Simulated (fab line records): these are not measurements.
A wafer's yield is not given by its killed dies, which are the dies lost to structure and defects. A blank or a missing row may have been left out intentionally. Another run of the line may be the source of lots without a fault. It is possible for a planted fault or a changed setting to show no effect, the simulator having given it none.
fab line records | flow sky130
[record] lots = 6 | wafers = 18 | last-day = 50
route steps=708 shown METAL1@440 PAD_OPEN@708
lots that met no fault: from a run of the same line without faults
start-h: start of the lot's first displayed wafer, in hours after the record's first day | wait-h: hours from the lot's prior step to this one | " repeats the value in the row above | L1.1+2: a row that stands for several wafers | - no value, or no start given | * or withheld: withheld | < > ~ a bound
route shown NAME@n: names a module that has steps shown in the file, with the first one's number in the route | usual: mean/standard deviation of fault-free wafers | same: alike in all rows | chamber/n: place in a boat | sites: per-site readings | _std_site: how widely they spread, as a standard deviation | _edge_site: inner sites' mean taken away from outer sites' mean | radius-mm: for every site, how far away it sits from the centre of the wafer | mask NAME#n: copy n | behind: the last tool/chamber to shape the wafer | hold: cause of the lot's hold/its duration in hours/its outcome | device: whichever transistor did not switch (one of n, p or np) | end of line: at the end of the route, the tests of the same wafers | a step without rows: its recipe alone | killed: at the first sort, the dies lost to defects and structure; wafer yield is something else | map: the dies of a wafer, with x for killed, . for not killed, _ for no die there
set.NAME: the setting that was run; set.NAME@STEP: the one run at that earlier step | model.NAME: the simulator's own value behind a step, which no gauge read
lots seen at some steps along the route; tables by step, rows by wafer
services: from which hour (start-h, from the record's first day; less than 0 if before it) a tool's chamber was out of use, for how many hours, and why
[[steps]]
[step SKY_METAL1_THK_MEAS_06]
[recipe] thk-meas-gauge = xrf | reads = AlCu_of_METAL1_SPUTTER_02
[usual] METAL1_ALCU_THK = 250.0/2.8
lot.wafer | tool          | chamber | start-h | wait-h | METAL1_ALCU_THK[nm]
L108.2    | film-metro-01 | -       | 786.29  | 0.1    | 253.1
L108.3    | "             | -       | "       | "      | 249.4
L108.5    | "             | -       | "       | "      | 247.3
L112.3    | film-metro-04 | -       | 806.78  | 0.1    | 250.8
L112.4    | "             | -       | "       | "      | 249.0
L112.6    | "             | -       | "       | "      | 250.8
L116.4    | film-metro-04 | -       | 842.10  | 0.1    | 251.4
L116.5    | "             | -       | "       | "      | 252.1
L116.6    | "             | -       | "       | "      | 254.4
L117.2    | film-metro-04 | -       | 852.12  | 0.1    | 250.6
L117.4    | "             | -       | "       | "      | 248.0
L117.5    | "             | -       | "       | "      | 249.1
L119.1    | film-metro-03 | -       | 871.69  | 0.1    | 251.5
L119.4    | "             | -       | "       | "      | 257.4
L119.6    | "             | -       | "       | "      | 256.8
L126.2    | film-metro-04 | -       | 913.43  | 0.1    | 250.3
L126.3    | "             | -       | "       | "      | 247.7
L126.6    | "             | -       | "       | "      | 244.3
[step SKY_METAL1_DEHYDRATE_07]
[recipe] temp-c = 200 | time-s = 60
[step SKY_METAL1_HMDS_08]
[recipe] prime-time-s = 60 | prime-temp-c = 120
[step SKY_METAL1_COAT_09]
[recipe] resist = BARC | temp-c = withheld | time-s = withheld | spin-rpm = 3000 | resist-thk-nm = 60
[step SKY_METAL1_COAT_10]
[recipe] resist = KrF-thick | spin-rpm = 3000 | resist-thk-nm = 450
[step SKY_METAL1_SOFTBAKE_11]
[recipe] temp-c = 100 | time-s = 90 | resist = KrF-thick
[step SKY_METAL1_EXPOSE_12]
[recipe] mask-id = MM1 | na = 0.8 | source-shape = annular | sigma-inner = 0.55 | sigma-outer = 0.85 | target-cd-nm = 140 | dose-mj = 28
[step SKY_METAL1_PEB_13]
[recipe] peb-temp-c = withheld | peb-time-s = withheld | resist = KrF-thick
[step SKY_METAL1_DEVELOP_14]
[recipe] develop-time-s = 60 | resist = KrF-thick | dev-temp-c = 21
[step SKY_METAL1_CD_MEAS_15]
[recipe] target-cd-nm = 140
[usual] cd-nm = 140.2/1.5
lot.wafer | tool      | chamber | start-h | wait-h | cd-nm
L108.2    | cd-sem-02 | -       | 812.75  | -      | 135.0
L108.3    | "         | -       | "       | "      | 136.6
L108.5    | "         | -       | "       | "      | 136.3
L112.3    | cd-sem-02 | -       | 833.08  | -      | 142.4
L112.4    | "         | -       | "       | "      | 141.2
L112.6    | "         | -       | "       | "      | 141.3
L116.4    | cd-sem-01 | -       | 867.36  | -      | 141.6
L116.5    | "         | -       | "       | "      | 140.3
L116.6    | "         | -       | "       | "      | 140.4
L117.2    | cd-sem-01 | -       | 878.76  | -      | 139.7
L117.4    | "         | -       | "       | "      | 141.4
L117.5    | "         | -       | "       | "      | 139.5
L119.1    | cd-sem-01 | -       | 898.05  | -      | 139.5
L119.4    | "         | -       | "       | "      | 139.3
L119.6    | "         | -       | "       | "      | 140.0
L126.2    | cd-sem-01 | -       | 938.75  | -      | 143.1
L126.3    | "         | -       | "       | "      | 141.1
L126.6    | "         | -       | "       | "      | 142.7
[step SKY_METAL1_OVL_MEAS_16]
[usual] METAL1_OVL = 1/5.4
lot.wafer | tool       | chamber | start-h | wait-h | METAL1_OVL[nm]
L108.2    | overlay-02 | -       | 812.85  | 0.1    | 8
L108.3    | "          | -       | "       | "      | 1
L108.5    | "          | -       | "       | "      | 0
L112.3    | overlay-02 | -       | 833.17  | 0.1    | 0
L112.4    | "          | -       | "       | "      | 3
L112.6    | "          | -       | "       | "      | -1
L116.4    | overlay-02 | -       | 867.44  | 0.1    | -2
L116.5    | "          | -       | "       | "      | 3
L116.6    | "          | -       | "       | "      | -4
L117.2    | overlay-02 | -       | 878.86  | 0.1    | -2
L117.4    | "          | -       | "       | "      | 2
L117.5    | "          | -       | "       | "      | -3
L119.1    | overlay-01 | -       | 898.17  | 0.1    | 5
L119.4    | "          | -       | "       | "      | 4
L119.6    | "          | -       | "       | "      | 1
L126.2    | overlay-01 | -       | 938.85  | 0.1    | -2
L126.3    | "          | -       | "       | "      | -9
L126.6    | "          | -       | "       | "      | -1
[step SKY_METAL1_DESCUM_17]
[recipe] chemistry = O2 | source-power-w = 150 | bias-power-w = 0 | pressure-mtorr = 10 | temp-c = 40 | time-s = 8
[usual] drypump-motor-current-A = 5.5/0.52 | oes-product-au = 1.006/0.01 | rf-fwd-power-W = 147.5/0.97
lot.wafer | tool         | chamber | start-h | wait-h | drypump-motor-current-A | oes-product-au | rf-fwd-power-W | rf-hours-counter-h
L108.2    | rie-metal-02 | 0       | 812.88  | 0.0    | 5.1                     | 0.999          | 147.0          | 1
L108.3    | "            | 0       | "       | "      | 5.1                     | 1.002          | 147.3          | -
L108.5    | "            | 1       | "       | "      | 4.9                     | 1.010          | 148.1          | -
L112.3    | rie-metal-04 | 0       | 833.20  | 0.0    | 6.2                     | 1.003          | 146.3          | -
L112.4    | "            | 1       | "       | "      | 4.9                     | 1.005          | 145.7          | -
L112.6    | "            | 0       | "       | "      | 6.2                     | 1.007          | 146.7          | -
L116.4    | rie-metal-04 | 0       | 867.47  | 0.0    | 6.2                     | 0.994          | 146.3          | -
L116.5    | "            | 0       | "       | "      | 6.2                     | 0.997          | 146.4          | -
L116.6    | "            | 1       | "       | "      | 4.9                     | 1.009          | 146.3          | -
L117.2    | rie-metal-04 | 1       | 878.89  | 0.0    | 4.9                     | 1.006          | 145.8          | 15
L117.4    | "            | 0       | "       | "      | 6.2                     | 1.002          | 146.2          | -
L117.5    | "            | 1       | "       | "      | 4.9                     | 0.997          | 146.1          | -
L119.1    | rie-metal-03 | 0       | 898.21  | 0.0    | 5.4                     | 1.020          | 148.5          | 6
L119.4    | "            | 0       | "       | "      | 5.4                     | 1.026          | 148.5          | -
L119.6    | "            | 0       | "       | "      | 5.4                     | 1.019          | 148.5          | -
L126.2    | rie-metal-03 | 0       | 938.88  | 0.0    | 5.4                     | 1.022          | 148.3          | 8
L126.3    | "            | 1       | "       | "      | 6.1                     | 0.995          | 148.1          | -
L126.6    | "            | 0       | "       | "      | 5.4                     | 1.026          | 148.4          | -
[step SKY_METAL1_ETCH_18]
[recipe] chemistry = N2/H2 | target = BARC | ion-energy-ev = 200 | bias-w = 100 | pressure-mtorr = 30 | n2-flow-sccm = 100 | h2-flow-sccm = 200 | icp-w = 500 | stop-on = SiO2 | time-s = 45.9 | target-depth-a = 600
[usual] drypump-motor-current-A = 5.5/0.53 | oes-product-au = 0.855/0.005 | rf-fwd-power-W = 495.5/2.6 | throttle-valve-pct = 13.226/0.01
lot.wafer | tool         | chamber | start-h | wait-h | drypump-motor-current-A | oes-product-au | rf-fwd-power-W | rf-hours-counter-h | throttle-valve-pct | model.KrF-thick_of_METAL1_COAT_10.thk-nm | model.etch.depth-nm | model.METAL1.cd-nm
L108.2    | rie-metal-02 | 0       | 812.91  | 0.0    | 5.2                     | 0.851          | 494.1          | 1                  | 13.213             | 393.2                                    | 59.97               | 133.4
L108.3    | "            | 0       | "       | "      | 5.1                     | 0.857          | 495.9          | -                  | 13.221             | 394.2                                    | 60.03               | 136.3
L108.5    | "            | 1       | "       | "      | 4.9                     | 0.855          | 493.4          | -                  | 13.214             | 394.2                                    | 60                  | 136.5
L112.3    | rie-metal-04 | 0       | 833.25  | 0.0    | 6.2                     | 0.846          | 492.0          | -                  | 13.234             | 394                                      | 60.31               | 143.2
L112.4    | "            | 1       | "       | "      | 4.9                     | 0.857          | 493.2          | -                  | 13.235             | 393.7                                    | 60.22               | 140.5
L112.6    | "            | 0       | "       | "      | 6.2                     | 0.854          | 494.3          | -                  | 13.229             | 394.7                                    | 60.36               | 143
L116.4    | rie-metal-04 | 0       | 867.51  | 0.0    | 6.2                     | 0.731          | 491.6          | -                  | 13.204             | 411.3                                    | 44.35               | 143.8
L116.5    | "            | 0       | "       | "      | 6.2                     | 0.732          | 491.5          | -                  | 13.220             | 411.8                                    | 44.18               | 143.8
L116.6    | "            | 1       | "       | "      | 4.9                     | 0.857          | 495.2          | -                  | 13.226             | 392.8                                    | 60.06               | 139.1
L117.2    | rie-metal-04 | 1       | 878.92  | 0.0    | 4.9                     | 0.854          | 494.3          | 15                 | 13.229             | 394.3                                    | 60.01               | 138
L117.4    | "            | 0       | "       | "      | 6.2                     | 0.724          | 495.0          | -                  | 13.226             | 412.7                                    | 43.99               | 143.7
L117.5    | "            | 1       | "       | "      | 4.9                     | 0.853          | 496.4          | -                  | 13.227             | 392.2                                    | 60.08               | 138
L119.1    | rie-metal-03 | 0       | 898.29  | 0.1    | 5.4                     | 0.851          | 500.4          | 6                  | 13.228             | 392.8                                    | 60.2                | 139.4
L119.4    | "            | 0       | "       | "      | 5.4                     | 0.860          | 498.5          | -                  | 13.221             | 395.2                                    | 60.05               | 139.7
L119.6    | "            | 0       | "       | "      | 5.4                     | 0.850          | 498.9          | -                  | 13.240             | 393.9                                    | 59.93               | 140.4
L126.2    | rie-metal-03 | 0       | 938.92  | 0.0    | 5.4                     | 0.856          | 496.9          | 8                  | 13.241             | 391.8                                    | 60.16               | 143.2
L126.3    | "            | 1       | "       | "      | 6.1                     | 0.856          | 499.9          | -                  | 13.212             | 393.4                                    | 60.22               | 143.2
L126.6    | "            | 0       | "       | "      | 5.4                     | 0.862          | 497.8          | -                  | 13.210             | 390.5                                    | 59.93               | 142.1
[step SKY_METAL1_METAL_ETCH_19]
[recipe] target-depth-a = 3600 | stop-on = SiO2 | over-etch-frac = 0.3 | time-s = 78 | chemistry = Cl2/BCl3 | resist-sidewall-deg = 88 | pressure-mtorr = 10 | icp-w = 900 | bias-w = 48.5 | Cl2_flow_sccm = 60 | bcl3-flow-sccm = 30
[usual] drypump-motor-current-A = 5.5/0.52 | oes-product-au = 0.854/0.0055 | rf-fwd-power-W = 894/3.8 | throttle-valve-pct = 22.265/0.0097
lot.wafer | tool         | chamber | start-h | wait-h | drypump-motor-current-A | oes-product-au | rf-fwd-power-W | rf-hours-counter-h | throttle-valve-pct | model.KrF-thick_of_METAL1_COAT_10.thk-nm
L108.2    | rie-metal-02 | 0       | 812.98  | 0.0    | 5.2                     | 0.855          | 895            | 1                  | 22.261             | 159.2
L108.3    | "            | 0       | "       | "      | 5.2                     | 0.850          | 896            | -                  | 22.273             | 160.1
L108.5    | "            | 1       | "       | "      | 4.9                     | 0.844          | 895            | -                  | 22.258             | 157.3
L112.3    | rie-metal-04 | 0       | 833.32  | 0.1    | 6.2                     | 0.853          | 889            | -                  | 22.262             | 159.2
L112.4    | "            | 1       | "       | "      | 4.9                     | 0.846          | 891            | -                  | 22.280             | 160.1
L112.6    | "            | 0       | "       | "      | 6.2                     | 0.853          | 889            | -                  | 22.265             | 158.3
L116.4    | rie-metal-04 | 0       | 867.58  | 0.1    | 6.2                     | 0.854          | 889            | -                  | 22.263             | 175.5
L116.5    | "            | 0       | "       | "      | 6.2                     | 0.858          | 891            | -                  | 22.272             | 174.8
L116.6    | "            | 1       | "       | "      | 4.9                     | 0.861          | 894            | -                  | 22.268             | 156
L117.2    | rie-metal-04 | 1       | 878.99  | 0.0    | 4.9                     | 0.857          | 897            | 15                 | 22.255             | 158
L117.4    | "            | 0       | "       | "      | 6.2                     | 0.851          | 884            | -                  | 22.238             | 176.7
L117.5    | "            | 1       | "       | "      | 4.9                     | 0.854          | 893            | -                  | 22.294             | 156.6
L119.1    | rie-metal-03 | 0       | 898.46  | 0.1    | 5.4                     | 0.853          | 892            | 6                  | 22.272             | 153.1
L119.4    | "            | 0       | "       | "      | 5.4                     | 0.867          | 892            | -                  | 22.278             | 155.4
L119.6    | "            | 0       | "       | "      | 5.4                     | 0.860          | 892            | -                  | 22.273             | 156.6
L126.2    | rie-metal-03 | 0       | 938.98  | 0.0    | 5.4                     | 0.856          | 897            | 8                  | 22.273             | 146.3
L126.3    | "            | 1       | "       | "      | 6.1                     | 0.860          | 894            | -                  | 22.272             | 156.7
L126.6    | "            | 0       | "       | "      | 5.4                     | 0.839          | 900            | -                  | 22.266             | 145.8
[step SKY_METAL1_STRIP_20]
[recipe] chemistry = O2/N2 | power-w = 1400 | pressure-mtorr = 1500 | platen-temp-c = withheld | o2-flow-sccm = 3000 | n2-flow-sccm = 300 | overash-fraction = 0.5
[usual] drypump-motor-current-A = 5.9/0.54 | o2-flow-sccm = 3000/8.7 | oes-product-au = 0.343/0.0052 | strip-time-to-endpoint-s = 2.68/0.042
[same] overash-fraction = 0.5
lot.wafer | tool            | chamber | start-h | wait-h | drypump-motor-current-A | o2-flow-sccm | oes-product-au | rf-hours-counter-h | strip-time-to-endpoint-s
L108.2    | plasma-asher-01 | 1       | 813.07  | 0.1    | 5.7                     | 2993         | 0.339          | 38                 | 2.70
L108.3    | "               | 0       | "       | "      | 6.1                     | 3006         | 0.342          | -                  | 2.70
L108.5    | "               | 0       | "       | "      | 6.1                     | 3003         | 0.339          | -                  | 2.68
L112.3    | plasma-asher-01 | 0       | 833.41  | 0.1    | 6.1                     | 3001         | 0.347          | -                  | 2.70
L112.4    | "               | 1       | "       | "      | 5.7                     | 3002         | 0.348          | -                  | 2.71
L112.6    | "               | 1       | "       | "      | 5.7                     | 2991         | 0.343          | -                  | 2.70
L116.4    | plasma-asher-01 | 0       | 867.67  | 0.1    | 6.1                     | 2992         | 0.349          | -                  | 2.90
L116.5    | "               | 0       | "       | "      | 6.1                     | 3008         | 0.350          | -                  | 2.87
L116.6    | "               | 1       | "       | "      | 5.7                     | 2992         | 0.345          | -                  | 2.65
L117.2    | plasma-asher-01 | 1       | 879.08  | 0.1    | 5.7                     | 3011         | 0.347          | 45                 | 2.68
L117.4    | "               | 0       | "       | "      | 6.1                     | 3006         | 0.346          | -                  | 2.89
L117.5    | "               | 1       | "       | "      | 5.7                     | 3011         | 0.346          | -                  | 2.69
L119.1    | plasma-asher-02 | 1       | 898.70  | 0.2    | 6.1                     | 3016         | 0.339          | 108                | 2.63
L119.4    | "               | 1       | "       | "      | 6.1                     | 2998         | 0.345          | -                  | 2.65
L119.6    | "               | 0       | "       | "      | 4.9                     | 2991         | 0.342          | -                  | 2.66
L126.2    | plasma-asher-04 | 0       | 939.07  | 0.1    | 6.6                     | 3001         | 0.339          | 81                 | 2.57
L126.3    | "               | 1       | "       | "      | 5.5                     | 3000         | 0.343          | -                  | 2.67
L126.6    | "               | 0       | "       | "      | 6.6                     | 2989         | 0.339          | -                  | 2.56
[step SKY_METAL1_STRIP_21]
[recipe] chemistry = post-etch-residue-remover | time-s = 1200 | temp-c = 72.5
[step SKY_PAD_OPEN_PROBE_99]
[usual] defect-limited-yield = 82.4/1.9 | killed_at_M0_to_M3 = 43/6.7 | killed_at_M4_up = 3.1/1.9 | killed-at-contacts = 25/5 | killed-at-front-end = 15/4 | killed-at-other = 0.4/0.69 | killed-dies = 87/9.2 | killed-open = 46/7.1 | killed-short = 40/6.8
[same] gross-dies = 492 | killed-at-back-side = 0
lot.wafer | tool      | chamber | start-h | wait-h | defect-limited-yield[%] | killed_at_M0_to_M3 | killed_at_M4_up | killed-at-contacts | killed-at-front-end | killed-at-other | killed-dies | killed-open | killed-short | model.etest.tester.sort-n-pass | model.etest.tester.sort-yield-pct | model.etest.tester.sort_bin_3_pct | model.etest.res-pwde-under-gate.short | model.etest.tip_n_5v.short | model.etest.diode-pdiff-fingers.over-limit | model.etest.via4-chain.short | model.etest.sram-nfet-pass.over-limit
L108.2    | prober-02 | -       | 1116.17 | 0.1    | 82.1                    | 50                 | 2               | 13                 | 23                  | 0               | 88          | 48          | 40           | 404                            | 82.11                             | 0.4065                            | 0                                     | 0                          | 0                                          | 0                            | 0
L108.3    | prober-02 | -       | 1116.22 | 0.2    | 83.3                    | 42                 | 0               | 23                 | 16                  | 1               | 82          | 43          | 39           | 410                            | 83.33                             | 1.016                             | 0                                     | 0                          | 0                                          | 0                            | 0
L108.5    | prober-02 | -       | 1116.32 | 0.2    | 85.4                    | 35                 | 3               | 14                 | 19                  | 1               | 72          | 36          | 36           | 420                            | 85.37                             | 0.2033                            | 0                                     | 0                          | 0                                          | 0                            | 0
L112.3    | prober-02 | -       | 1129.61 | 0.2    | 81.9                    | 46                 | 2               | 27                 | 14                  | 0               | 89          | 53          | 36           | 403                            | 81.91                             | 0.813                             | 0                                     | 0                          | 0                                          | 0                            | 0
L112.4    | prober-02 | -       | 1129.66 | 0.2    | 83.5                    | 47                 | 3               | 21                 | 10                  | 0               | 81          | 48          | 32           | 411                            | 83.54                             | 1.423                             | 0                                     | 0                          | 0                                          | 0                            | 0
L112.6    | prober-02 | -       | 1129.76 | 0.2    | 79.9                    | 44                 | 2               | 35                 | 18                  | 0               | 99          | 54          | 45           | 393                            | 79.88                             | 1.016                             | 0                                     | 0                          | 0                                          | 0                            | 0
L116.4    | prober-01 | -       | 1156.09 | 0.2    | 80.9                    | 46                 | 2               | 34                 | 12                  | 0               | 94          | 58          | 36           | 0                              | 0                                 | 81.71                             | 1                                     | 1                          | 1                                          | 1                            | 1
L116.5    | prober-01 | -       | 1156.14 | 0.2    | 81.3                    | 59                 | 3               | 17                 | 13                  | 0               | 92          | 58          | 33           | 1                              | 0.2033                            | 82.11                             | 1                                     | 1                          | 1                                          | 1                            | 1
L116.6    | prober-01 | -       | 1156.19 | 0.2    | 83.5                    | 41                 | 4               | 20                 | 16                  | 0               | 81          | 36          | 44           | 411                            | 83.54                             | 0.813                             | 0                                     | 0                          | 0                                          | 0                            | 0
L117.2    | prober-02 | -       | 1161.53 | 0.1    | 82.1                    | 47                 | 3               | 20                 | 18                  | 0               | 88          | 49          | 39           | 404                            | 82.11                             | 1.829                             | 0                                     | 0                          | 0                                          | 0                            | 0
L117.4    | prober-02 | -       | 1161.63 | 0.2    | 82.3                    | 43                 | 3               | 26                 | 14                  | 1               | 87          | 36          | 50           | 0                              | 0                                 | 83.74                             | 1                                     | 1                          | 1                                          | 1                            | 1
L117.5    | prober-02 | -       | 1161.68 | 0.2    | 79.5                    | 52                 | 3               | 21                 | 25                  | 0               | 101         | 60          | 41           | 391                            | 79.47                             | 0.6098                            | 0                                     | 0                          | 0                                          | 0                            | 0
L119.1    | prober-02 | -       | 1177.07 | 0.1    | 82.1                    | 52                 | 3               | 25                 | 7                   | 1               | 88          | 39          | 49           | 404                            | 82.11                             | 0.6098                            | 0                                     | 0                          | 0                                          | 0                            | 0
L119.4    | prober-02 | -       | 1177.22 | 0.2    | 81.5                    | 46                 | 2               | 27                 | 16                  | 0               | 91          | 54          | 37           | 401                            | 81.5                              | 0.6098                            | 0                                     | 0                          | 0                                          | 0                            | 0
L119.6    | prober-02 | -       | 1177.32 | 0.2    | 86.8                    | 40                 | 0               | 16                 | 8                   | 1               | 65          | 31          | 34           | 427                            | 86.79                             | 1.829                             | 0                                     | 0                          | 0                                          | 0                            | 0
L126.2    | prober-01 | -       | 1204.66 | 0.1    | 84.6                    | 33                 | 1               | 24                 | 17                  | 1               | 76          | 41          | 35           | 416                            | 84.55                             | 0.6098                            | 0                                     | 0                          | 0                                          | 0                            | 0
L126.3    | prober-01 | -       | 1204.71 | 0.2    | 83.7                    | 38                 | 3               | 25                 | 14                  | 0               | 80          | 45          | 35           | 412                            | 83.74                             | 0.2033                            | 0                                     | 0                          | 0                                          | 0                            | 0
L126.6    | prober-01 | -       | 1204.86 | 0.2    | 80.7                    | 43                 | 7               | 30                 | 15                  | 0               | 95          | 46          | 49           | 397                            | 80.69                             | 0.2033                            | 0                                     | 0                          | 0                                          | 0                            | 0
// killed by level:class
L108.2 VIA1:geometric-particle:short=12 VIA1:geometric-particle:open=10 FIELD_ISO:geometric-particle:open=8 METAL2:geometric-particle:short=7 VIA2:geometric-particle:open=6 FIELD_ISO:geometric-particle:short=5 LI_CONTACT:geometric-particle:open=5 CONTACT:geometric-particle:open=5
L108.3 CONTACT:geometric-particle:open=8 CONTACT:geometric-particle:short=6 VIA1:geometric-particle:short=6 VIA2:geometric-particle:open=6 POLY_GATE:geometric-particle:short=5 LI_CONTACT:geometric-particle:open=5 METAL1:geometric-particle:short=5 VIA3:geometric-particle:open=5
L108.5 CONTACT:geometric-particle:open=6 POLY_GATE:geometric-particle:open=5 VIA1:geometric-particle:open=5 VIA2:geometric-particle:open=5 METAL3:geometric-particle:short=5 FIELD_ISO:geometric-particle:open=4 LI_CONTACT:geometric-particle:open=4 VIA1:geometric-particle:short=4
L112.3 CONTACT:geometric-particle:open=14 VIA1:geometric-particle:open=13 METAL1:geometric-particle:short=9 VIA2:geometric-particle:open=7 LI_CONTACT:geometric-particle:open=5 VIA3:geometric-particle:short=5 LOCAL_INTERCONNECT:geometric-particle:short=4 VIA3:geometric-particle:open=4
L112.4 VIA1:geometric-particle:open=10 VIA2:geometric-particle:open=10 VIA1:geometric-particle:short=7 LI_CONTACT:geometric-particle:open=5 CONTACT:geometric-particle:short=5 POLY_GATE:geometric-particle:open=4 VIA3:geometric-particle:open=4 LOCAL_INTERCONNECT:geometric-particle:short=4
L112.6 CONTACT:geometric-particle:open=13 VIA1:geometric-particle:open=12 LOCAL_INTERCONNECT:geometric-particle:short=9 LI_CONTACT:geometric-particle:open=7 VIA1:geometric-particle:short=7 FIELD_ISO:geometric-particle:short=6 METAL1:geometric-particle:short=6 POLY_GATE:geometric-particle:open=5
L116.4 CONTACT:geometric-particle:open=16 VIA1:geometric-particle:open=13 VIA2:geometric-particle:open=7 LI_CONTACT:geometric-particle:open=6 CONTACT:geometric-particle:short=6 METAL2:geometric-particle:short=5 VIA3:geometric-particle:open=5 FIELD_ISO:geometric-particle:short=4
L116.5 VIA1:geometric-particle:open=14 VIA2:geometric-particle:open=10 VIA3:geometric-particle:open=9 METAL2:geometric-particle:short=6 LI_CONTACT:geometric-particle:open=6 CONTACT:geometric-particle:open=6 METAL1:geometric-particle:short=6 VIA1:geometric-particle:short=5
L116.6 VIA1:geometric-particle:short=7 VIA3:geometric-particle:open=6 LOCAL_INTERCONNECT:geometric-particle:short=6 CONTACT:geometric-particle:open=6 METAL1:geometric-particle:short=6 FIELD_ISO:geometric-particle:open=5 METAL2:geometric-particle:short=5 VIA2:geometric-particle:open=5
L117.2 VIA1:geometric-particle:open=8 METAL1:geometric-particle:short=8 VIA2:geometric-particle:open=8 CONTACT:geometric-particle:open=7 FIELD_ISO:geometric-particle:open=6 VIA2:geometric-particle:short=6 LI_CONTACT:geometric-particle:open=5 VIA1:geometric-particle:short=5
L117.4 METAL1:geometric-particle:short=12 VIA1:geometric-particle:open=9 CONTACT:geometric-particle:open=8 FIELD_ISO:geometric-particle:short=6 LOCAL_INTERCONNECT:geometric-particle:short=6 CONTACT:geometric-particle:short=6 VIA1:geometric-particle:short=5 VIA3:geometric-particle:open=5
L117.5 VIA1:geometric-particle:open=15 CONTACT:geometric-particle:open=9 FIELD_ISO:geometric-particle:open=8 METAL1:geometric-particle:short=7 CONTACT:geometric-particle:short=6 VIA2:geometric-particle:open=6 VIA3:geometric-particle:short=5 POLY_GATE:geometric-particle:short=4
L119.1 VIA3:geometric-particle:open=10 METAL2:geometric-particle:short=9 CONTACT:geometric-particle:open=8 METAL1:geometric-particle:short=7 VIA1:geometric-particle:open=6 LI_CONTACT:geometric-particle:open=6 METAL3:geometric-particle:short=5 VIA1:geometric-particle:short=5
L119.4 CONTACT:geometric-particle:open=11 VIA2:geometric-particle:open=9 LI_CONTACT:geometric-particle:open=7 VIA1:geometric-particle:open=7 VIA3:geometric-particle:open=7 METAL1:geometric-particle:short=6 POLY_GATE:geometric-particle:open=5 CONTACT:geometric-particle:short=5
L119.6 VIA1:geometric-particle:open=9 VIA3:geometric-particle:open=7 VIA1:geometric-particle:short=6 METAL2:geometric-particle:short=5 LI_CONTACT:geometric-particle:short=4 VIA2:geometric-particle:open=4 POLY_GATE:geometric-particle:open=3 VIA2:geometric-particle:short=3
L126.2 CONTACT:geometric-particle:open=9 METAL1:geometric-particle:short=8 VIA1:geometric-particle:open=6 LOCAL_INTERCONNECT:geometric-particle:short=5 VIA2:geometric-particle:open=5 FIELD_ISO:geometric-particle:open=3 FIELD_ISO:geometric-particle:short=3 CONTACT:geometric-particle:short=3
L126.3 CONTACT:geometric-particle:open=9 LI_CONTACT:geometric-particle:open=7 VIA1:geometric-particle:open=7 VIA3:geometric-particle:open=7 FIELD_ISO:geometric-particle:short=6 VIA1:geometric-particle:short=5 VIA2:geometric-particle:open=5 METAL3:geometric-particle:short=5
L126.6 VIA1:geometric-particle:open=10 METAL2:geometric-particle:short=9 CONTACT:geometric-particle:short=8 LI_CONTACT:geometric-particle:open=8 VIA3:geometric-particle:open=7 CONTACT:geometric-particle:open=6 LOCAL_INTERCONNECT:geometric-particle:short=5 METAL4:geometric-particle:short=5
[[services]]
tool            | chamber | start-h | hours | kind
rie-metal-03    | 0       | 804.55  | 1.2   | repair
rie-metal-03    | 1       | 859.70  | 55.5  | repair
plasma-asher-01 | -       | 885.40  | 2.9   | repair
plasma-asher-04 | -       | 905.75  | 9.4   | repair
[[key]]
[first-sign] step = SKY_METAL1_ETCH_18 | reading = oes-product-au | direction = down | sigmas = 25 | usual = 0.855 | struck = 0.729
[effect] step = SKY_METAL1_STRIP_20 | reading = strip-time-to-endpoint-s | direction = up | sigmas = 4.9 | usual = * | struck = *
[model-effect] step = SKY_METAL1_ETCH_18 | value = KrF-thick_of_METAL1_COAT_10.thk-nm | without = 392.6 | struck = 411.9
[model-effect] step = SKY_METAL1_METAL_ETCH_19 | value = KrF-thick_of_METAL1_COAT_10.thk-nm | without = 156.4 | struck = 175.7
[model-effect] step = SKY_PAD_OPEN_PROBE_99 | value = etest.tester.sort-n-pass | without = 401 | struck = 0.3333
met-at SKY_METAL1_ETCH_18
struck-wafers L116.4,L116.5,L117.4
onset-between 833.25 867.51
[fault] kind = process-parameter-drift | tool = rie-metal-04 | chamber = 0 | onset-h = 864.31 | steps = SKY_METAL1_ETCH_18 | channel = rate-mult | offset = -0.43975 | shape = step | end-h = 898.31
